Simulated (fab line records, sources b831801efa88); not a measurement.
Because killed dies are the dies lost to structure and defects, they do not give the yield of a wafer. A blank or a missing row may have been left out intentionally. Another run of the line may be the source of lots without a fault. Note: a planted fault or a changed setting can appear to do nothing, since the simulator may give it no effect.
The tool behind it: which one? | flow sky130 | 24 lots with 72 wafers sampled at 6 steps, on a route of 708 steps

WHAT THE GAUGES READ, wafer by wafer
SKY_SD_P_OVL_MEAS_08.
lot  | measured     | on         | SD_P_OVL (nm)
L074 | day 25 07:24 | overlay-02 | 1.9 1.8 1.1
L075 | day 25 17:20 | overlay-01 | 1.6 -0.5 0.5
L076 | day 25 21:02 | overlay-01 | 1.2 0.3 0.8
L077 | day 26 12:35 | overlay-01 | -1.4 -0.5 -1.9
L078 | day 26 21:06 | overlay-01 | -1.1 1.0 -0.2
L079 | day 27 00:44 | overlay-01 | 1.6 1.9 1.7
L080 | day 27 17:35 | overlay-02 | 1.3 0.7 0.0
L081 | day 28 00:47 | overlay-02 | -0.3 -1.4 -0.4
L082 | day 28 08:06 | overlay-01 | 0.6 2.5 1.5
L083 | day 28 15:14 | overlay-01 | 0.9 2.3 0.7
L084 | day 28 23:51 | overlay-02 | 2.3 1.1 2.4
L085 | day 29 08:10 | overlay-02 | 3.7 3.1 1.9
L086 | day 29 18:09 | overlay-02 | 1.1 1.2 0.2
L087 | day 30 08:06 | overlay-02 | 1.6 1.9 0.1
L089 | day 30 13:43 | overlay-02 | 3.8 1.5 2.0
L088 | day 30 15:58 | overlay-01 | 0.3 0.9 -0.3
L091 | day 31 10:03 | overlay-01 | 3.1 0.6 0.5
L092 | day 31 10:35 | overlay-01 | -0.1 -2.8 -0.6
L090 | day 31 10:53 | overlay-01 | 0.5 0.8 -1.3
L093 | day 31 19:31 | overlay-02 | 0.8 1.1 0.3
L094 | day 32 02:45 | overlay-01 | 1.4 0.4 2.4
L095 | day 32 12:51 | overlay-02 | -1.8 -1.0 0.1
L096 | day 32 16:00 | overlay-02 | 0.1 -0.2 -1.1
L097 | day 33 00:08 | overlay-01 | 2.6 0.5 0.7

SKY_SD_N_RS_MEAS_17: measurement is done with a four-point probe.
lot  | measured     | on            | SD_P_RS (ohm/sq)
L074 | day 27 17:50 | film-metro-03 | 147.7 147.8 147.3
L075 | day 28 03:41 | film-metro-02 | 145.6 145.6 146.0
L076 | day 28 07:57 | film-metro-03 | 146.7 147.1 146.8
L077 | day 28 21:42 | film-metro-01 | 146.4 146.9 146.8
L078 | day 29 07:12 | film-metro-01 | 146.6 146.6 146.4
L079 | day 29 09:32 | film-metro-02 | 146.9 147.0 147.1
L080 | day 30 02:17 | film-metro-03 | 147.7 147.9 147.7
L081 | day 30 10:28 | film-metro-03 | 147.7 147.5 147.1
L082 | day 30 16:24 | film-metro-02 | 147.1 146.6 146.7
L083 | day 31 00:32 | film-metro-03 | 147.1 147.4 147.3
L084 | day 31 08:24 | film-metro-03 | 147.3 147.3 147.8
L085 | day 31 17:32 | film-metro-01 | 147.5 147.5 147.7
L086 | day 32 02:37 | film-metro-01 | 147.1 147.5 147.8
L087 | day 32 16:14 | film-metro-01 | 147.1 147.1 147.3
L089 | day 32 21:31 | film-metro-01 | 147.4 147.1 147.2
L088 | day 32 23:16 | film-metro-02 | 146.9 146.7 146.9
L091 | day 33 16:41 | film-metro-02 | 146.8 146.9 147.0
L092 | day 33 18:52 | film-metro-01 | 147.3 147.5 147.5
L090 | day 33 19:30 | film-metro-02 | 146.3 145.6 146.6
L093 | day 34 01:52 | film-metro-01 | 147.0 146.8 147.1
L094 | day 34 09:14 | film-metro-03 | 147.8 148.0 148.3
L095 | day 34 19:14 | film-metro-02 | 145.9 146.1 145.8
L096 | day 34 22:03 | film-metro-01 | 146.5 146.9 147.3
L097 | day 35 06:25 | film-metro-03 | 147.6 147.1 147.3

SKY_LI_CONTACT_RS_MEAS_22: measurement is done with a four-point probe.
lot  | measured     | on            | LI_CONTACT_W_RS (ohm/sq)
L074 | day 28 23:05 | film-metro-02 | 0.283 0.280 0.282
L075 | day 29 08:47 | film-metro-03 | 0.292 0.289 0.289
L076 | day 29 13:01 | film-metro-02 | 0.280 0.283 0.279
L077 | day 30 03:31 | film-metro-02 | 0.283 0.288 0.284
L078 | day 30 12:46 | film-metro-01 | 0.285 0.284 0.287
L079 | day 30 14:43 | film-metro-03 | 0.284 0.284 0.281
L080 | day 31 07:13 | film-metro-02 | 0.283 0.284 0.281
L081 | day 31 15:11 | film-metro-01 | 0.286 0.288 0.284
L082 | day 31 20:53 | film-metro-01 | 0.285 0.286 0.283
L083 | day 32 04:52 | film-metro-01 | 0.283 0.285 0.285
L084 | day 32 13:18 | film-metro-03 | 0.288 0.285 0.285
L085 | day 32 21:52 | film-metro-01 | 0.284 0.284 0.286
L086 | day 33 09:05 | film-metro-02 | 0.279 0.280 0.278
L087 | day 33 20:50 | film-metro-03 | 0.278 0.283 0.275
L089 | day 34 01:37 | film-metro-02 | 0.277 0.278 0.279
L088 | day 34 02:54 | film-metro-01 | 0.287 0.288 0.284
L091 | day 34 20:32 | film-metro-02 | 0.284 0.287 0.285
L092 | day 34 22:52 | film-metro-03 | 0.280 0.280 0.280
L090 | day 34 23:14 | film-metro-01 | 0.285 0.281 0.285
L093 | day 35 06:10 | film-metro-01 | 0.287 0.288 0.286
L094 | day 35 12:51 | film-metro-01 | 0.290 0.290 0.289
L095 | day 35 23:23 | film-metro-01 | 0.281 0.280 0.280
L096 | day 36 01:59 | film-metro-03 | 0.282 0.283 0.283
L097 | day 36 10:13 | film-metro-01 | 0.284 0.280 0.281

SKY_LOCAL_INTERCONNECT_RS_MEAS_01: measurement is done with a four-point probe.
lot  | measured     | on            | LOCAL_INTERCONNECT_TIN_RS (ohm/sq)
L074 | day 28 23:38 | film-metro-02 | 13.96 14.15 14.24
L075 | day 29 09:19 | film-metro-04 | 14.10 14.26 14.16
L076 | day 29 13:34 | film-metro-02 | 14.05 13.86 13.93
L077 | day 30 04:04 | film-metro-04 | 14.17 14.03 14.07
L078 | day 30 13:19 | film-metro-04 | 14.16 14.11 14.04
L079 | day 30 15:15 | film-metro-02 | 14.19 13.89 13.91
L080 | day 31 07:46 | film-metro-02 | 13.86 14.22 14.15
L081 | day 31 15:43 | film-metro-02 | 14.02 13.89 13.86
L082 | day 31 21:26 | film-metro-04 | 14.12 14.08 14.00
L083 | day 32 05:33 | film-metro-04 | 13.96 13.83 14.08
L084 | day 32 13:50 | film-metro-04 | 14.08 14.03 14.10
L085 | day 32 22:24 | film-metro-01 | 13.86 13.61 13.70
L086 | day 33 09:46 | film-metro-02 | 14.28 14.27 14.07
L087 | day 33 21:23 | film-metro-02 | 14.10 14.00 14.09
L089 | day 34 02:09 | film-metro-02 | 13.97 14.06 14.07
L088 | day 34 03:28 | film-metro-01 | 13.94 13.89 13.76
L091 | day 34 21:04 | film-metro-02 | 14.21 14.43 14.38
L092 | day 34 23:25 | film-metro-02 | 13.86 13.85 14.10
L090 | day 34 23:47 | film-metro-02 | 14.13 14.07 14.20
L093 | day 35 06:43 | film-metro-04 | 14.21 13.80 13.95
L094 | day 35 13:23 | film-metro-01 | 14.17 14.10 14.06
L095 | day 35 23:56 | film-metro-01 | 13.93 14.21 13.87
L096 | day 36 02:32 | film-metro-01 | 13.93 13.97 13.96
L097 | day 36 10:59 | film-metro-04 | 13.83 14.15 13.87

SKY_CONTACT_THK_MEAS_26: measures by xrf.
lot  | measured     | on            | CONTACT_W_THK (nm)
L074 | day 31 09:33 | film-metro-01 | 343 349 340
L075 | day 31 19:26 | film-metro-03 | 342 341 343
L076 | day 31 23:26 | film-metro-04 | 339 336 345
L077 | day 32 13:03 | film-metro-01 | 346 347 350
L078 | day 32 22:23 | film-metro-04 | 349 353 349
L079 | day 32 23:41 | film-metro-01 | 339 347 347
L080 | day 33 16:04 | film-metro-04 | 346 348 345
L081 | day 33 23:33 | film-metro-04 | 342 345 344
L082 | day 34 05:37 | film-metro-03 | 342 343 339
L083 | day 34 14:35 | film-metro-04 | 342 342 338
L084 | day 34 21:42 | film-metro-03 | 343 350 345
L085 | day 35 06:23 | film-metro-04 | 343 341 344
L086 | day 35 17:02 | film-metro-04 | 345 349 340
L087 | day 36 04:31 | film-metro-04 | 341 340 341
L089 | day 36 08:50 | film-metro-04 | 338 346 345
L088 | day 36 11:07 | film-metro-01 | 348 348 352
L091 | day 37 04:52 | film-metro-03 | 341 339 339
L092 | day 37 07:05 | film-metro-03 | 347 347 344
L090 | day 37 08:32 | film-metro-04 | 341 340 340
L093 | day 37 13:49 | film-metro-04 | 346 347 348
L094 | day 37 21:32 | film-metro-04 | 347 344 350
L095 | day 38 07:26 | film-metro-03 | 341 338 336
L096 | day 38 10:01 | film-metro-04 | 337 336 337
L097 | day 38 18:07 | film-metro-01 | 349 353 354

WHAT TOOL EACH LOT RAN ON (gives the tool, then ch and the chambers of the sampled wafers, and finally the start)
lot  | SKY_LI_CONTACT_SPUTTER_19
L074 | pvd-sputter-04, day 28 22:48
L075 | pvd-sputter-04, day 29 08:31
L076 | pvd-sputter-03, day 29 12:45
L077 | pvd-sputter-03, day 30 03:14
L078 | pvd-sputter-03, day 30 12:29
L079 | pvd-sputter-04, day 30 14:27
L080 | pvd-sputter-01, day 31 06:57
L081 | pvd-sputter-03, day 31 14:55
L082 | pvd-sputter-03, day 31 20:34
L083 | pvd-sputter-01, day 32 04:36
L084 | pvd-sputter-03, day 32 13:01
L085 | pvd-sputter-03, day 32 21:36
L086 | pvd-sputter-04, day 33 08:48
L087 | pvd-sputter-03, day 33 20:31
L089 | pvd-sputter-03, day 34 01:21
L088 | pvd-sputter-03, day 34 02:36
L091 | pvd-sputter-04, day 34 20:16
L092 | pvd-sputter-04, day 34 22:36
L090 | pvd-sputter-01, day 34 22:57
L093 | pvd-sputter-04, day 35 05:52
L094 | pvd-sputter-04, day 35 12:34
L095 | pvd-sputter-01, day 35 23:07
L096 | pvd-sputter-04, day 36 01:42
L097 | pvd-sputter-03, day 36 09:57
- SKY_LI_CONTACT_SPUTTER_19: material Ti, target thk 20 nm, time 106.37 s.

AS READ BY THE TOOLS THEMSELVES (means over the sampled wafers that have a number; for cases with no such wafer, the mark the record gives instead)
SKY_LI_CONTACT_SPUTTER_19.
lot  | tool           | throttle-valve-pct (%)
L074 | pvd-sputter-04 | 30.3
L075 | pvd-sputter-04 | 30.3
L076 | pvd-sputter-03 | 29.3
L077 | pvd-sputter-03 | 29.8
L078 | pvd-sputter-03 | 29.9
L079 | pvd-sputter-04 | 29.9
L080 | pvd-sputter-01 | 30.2
L081 | pvd-sputter-03 | 29.3
L082 | pvd-sputter-03 | 29.8
L083 | pvd-sputter-01 | 30.1
L084 | pvd-sputter-03 | 29.9
L085 | pvd-sputter-03 | 30.2
L086 | pvd-sputter-04 | 30.3
L087 | pvd-sputter-03 | 29.5
L089 | pvd-sputter-03 | 29.3
L088 | pvd-sputter-03 | 30.3
L091 | pvd-sputter-04 | 30.4
L092 | pvd-sputter-04 | 30.1
L090 | pvd-sputter-01 | 29.9
L093 | pvd-sputter-04 | 30.0
L094 | pvd-sputter-04 | 30.1
L095 | pvd-sputter-01 | 30.8
L096 | pvd-sputter-04 | 30.0
L097 | pvd-sputter-03 | 29.7

THE ANSWER, worked out from the rows above alone
Rule: the lots themselves supply what counts as usual. The widest of any qualifying gaps counts: lots, ordered by their means at a reading, are off when they make up no more than a third of the lots, leave a main group of 4 or more, and stand apart from it by 3 or more times the standard deviation of that group's means. The tables above print the reading to a certain number of digits; a main group whose means all agree to those digits is not used. Also off: a lot with no number at a reading for which 4 or more lots have one. All remaining lots with rows at the step are treated as sound. Order of review: gauges by route order, followed by the tools' own readings, for which a lot's mean as printed above is used. At the first step where some lot is off, the reading lying furthest off is the one used; lots without a number count as furthest.
Nothing can be told from this: no lot is off at any reading shown.

WHAT THE SIMULATOR HAD PUT IN
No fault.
